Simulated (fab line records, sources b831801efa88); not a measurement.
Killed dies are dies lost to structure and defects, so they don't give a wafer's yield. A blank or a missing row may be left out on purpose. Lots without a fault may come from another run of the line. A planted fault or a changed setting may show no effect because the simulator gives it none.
Which tool did it? | flow sky130 | 12 lots, 36 wafers sampled, at 3 steps of a route of 708

WHAT THE GAUGES READ, wafer by wafer
SKY_VIA4_THK_MEAS_01. Usual: VIA4_HDPCVD_THK 1732 nm, standard deviation 18.
lot  | measured     | on            | VIA4_HDPCVD_THK (nm) | flag
L479 | day 41 19:07 | film_metro-01 | 1739 1759 1761       |
L481 | day 42 15:35 | film_metro-01 | 1764 1758 1747       |
L483 | day 43 12:04 | film_metro-04 | 1729 1760 1754       |
L484 | day 43 23:52 | film_metro-03 | 1697 1683 1700       |
L485 | day 43 21:48 | film_metro-03 | 1745 1744 1743       |
L486 | day 44 01:20 | film_metro-03 | 1748 1708 1730       |
L491 | day 45 07:58 | film_metro-01 | 1726 1715 1731       |
L492 | day 45 08:43 | film_metro-04 | 1732 1748 1732       |
L494 | day 46 01:01 | film_metro-03 | 1722 1720 1719       |
L496 | day 46 12:40 | film_metro-03 | 1709 1723 1712       |
L499 | day 47 00:13 | film_metro-01 | 1722 1726 1716       |
L501 | day 48 02:08 | film_metro-01 | 1730 1742 1727       |

WHICH TOOL RAN EACH LOT (tool, then ch and the chambers of the sampled wafers, then the start)
lot  | SKY_FIELD_ISO_ETCH_14             | SKY_METAL4_STRIP_19
L479 | rie_diel-03 ch 0,1,2, day 2 05:53 | plasma_asher-02 ch 0,1, day 41 18:22
L481 | rie_diel-03 ch 2,3, day 2 15:34   | plasma_asher-03 ch 0,1, day 42 14:44
L483 | rie_diel-03 ch 0,1, day 3 00:37   | plasma_asher-02 ch 0,1, day 43 11:19
L484 | rie_diel-03 ch 0,1,3, day 3 08:32 | plasma_asher-02 ch 1, day 43 23:04
L485 | rie_diel-03 ch 0,1,3, day 3 14:41 | plasma_asher-02 ch 0,1, day 43 21:02
L486 | rie_diel-03 ch 0,1,2, day 3 17:50 | plasma_asher-02 ch 1, day 44 00:33
L491 | rie_diel-03 ch 0,1,3, day 4 22:08 | plasma_asher-03 ch 0, day 45 06:10
L492 | rie_diel-04 ch 0,1, day 5 00:37   | plasma_asher-03 ch 0,1, day 45 07:56
L494 | rie_diel-03 ch 1,2,3, day 5 11:41 | plasma_asher-03 ch 0,1, day 46 00:09
L496 | rie_diel-04 ch 0,1,2, day 5 20:07 | plasma_asher-03 ch 0,1, day 46 11:54
L499 | rie_diel-04 ch 0,1,3, day 6 13:23 | plasma_asher-01 ch 0,1, day 46 23:28
L501 | rie_diel-04 ch 0,3, day 7 00:44   | plasma_asher-01 ch 0,1, day 48 01:21
- SKY_FIELD_ISO_ETCH_14: etches BARC in N2/H2, stops on SiO2, time 45.9 s, target depth 60 nm.
- SKY_METAL4_STRIP_19: strips in O2/N2.

WHAT THE TOOLS THEMSELVES READ (means of the sampled wafers that have a number; where no wafer has one, the mark that the record gives instead)
SKY_FIELD_ISO_ETCH_14. Usual: drypump_motor_current_A 6.0 A, standard deviation 0.38; oes_product_au 0.855 a.u., standard deviation 0.005; throttle_valve_pct 13.225 %, standard deviation 0.0093.
lot  | tool        | drypump_motor_current_A (A) | oes_product_au (a.u.) | throttle_valve_pct (%) | flag
L479 | rie_diel-03 | 5.9                         | 0.852                 | 13.222                 |
L481 | rie_diel-03 | 6.2                         | 0.858                 | 13.216                 |
L483 | rie_diel-03 | 6.1                         | 0.849                 | 13.220                 |
L484 | rie_diel-03 | 6.2                         | 0.853                 | 13.222                 |
L485 | rie_diel-03 | 6.2                         | 0.856                 | 13.236                 |
L486 | rie_diel-03 | 5.9                         | 0.853                 | 13.225                 |
L491 | rie_diel-03 | 6.2                         | 0.853                 | 13.220                 |
L492 | rie_diel-04 | 6.0                         | 0.858                 | 13.223                 |
L494 | rie_diel-03 | 6.0                         | 0.853                 | 13.222                 |
L496 | rie_diel-04 | 5.7                         | 0.855                 | 13.228                 |
L499 | rie_diel-04 | 6.0                         | 0.858                 | 13.232                 |
L501 | rie_diel-04 | 6.3                         | 0.855                 | 13.225                 |

SKY_METAL4_STRIP_19. Usual: drypump_motor_current_A 5.7 A, standard deviation 0.42; oes_product_au 0.507 a.u., standard deviation 0.0046; strip_time_to_endpoint_s 6.64 s, standard deviation 0.063.
lot  | tool            | drypump_motor_current_A (A) | oes_product_au (a.u.) | strip_time_to_endpoint_s (s) | flag
L479 | plasma_asher-02 | 5.8                         | 0.503                 | 6.55                         |
L481 | plasma_asher-03 | 5.3                         | 0.505                 | 6.66                         |
L483 | plasma_asher-02 | 5.8                         | 0.516                 | 6.72                         |
L484 | plasma_asher-02 | 5.8                         | 0.512                 | 6.70                         |
L485 | plasma_asher-02 | 5.8                         | 0.504                 | 6.59                         |
L486 | plasma_asher-02 | 5.8                         | 0.507                 | 6.58                         |
L491 | plasma_asher-03 | 5.2                         | 0.504                 | 6.67                         |
L492 | plasma_asher-03 | 5.2                         | 0.507                 | 6.57                         |
L494 | plasma_asher-03 | 5.2                         | 0.507                 | 6.63                         |
L496 | plasma_asher-03 | 5.3                         | 0.510                 | 6.64                         |
L499 | plasma_asher-01 | 6.4                         | 0.506                 | 6.70                         |
L501 | plasma_asher-01 | 6.1                         | 0.503                 | 6.62                         |

THE ANSWER, worked out from the rows above alone
Rule: a lot is off if the mean of its wafers that have a number lies more than 3 standard deviations from the usual mean. A lot without any number at a reading at which 4 lots or more have one is off too. The other lots that the step has rows for count as sound. The gauges are gone through in route order, then the tools' own readings, and for those a lot's mean is taken as printed above. The first step at which some lot is off is used, and at that step the reading that is off furthest; a lot without a number counts as furthest.
No lot is off at any reading shown: from this, nothing can be told.

WHAT THE SIMULATOR HAD PUT IN
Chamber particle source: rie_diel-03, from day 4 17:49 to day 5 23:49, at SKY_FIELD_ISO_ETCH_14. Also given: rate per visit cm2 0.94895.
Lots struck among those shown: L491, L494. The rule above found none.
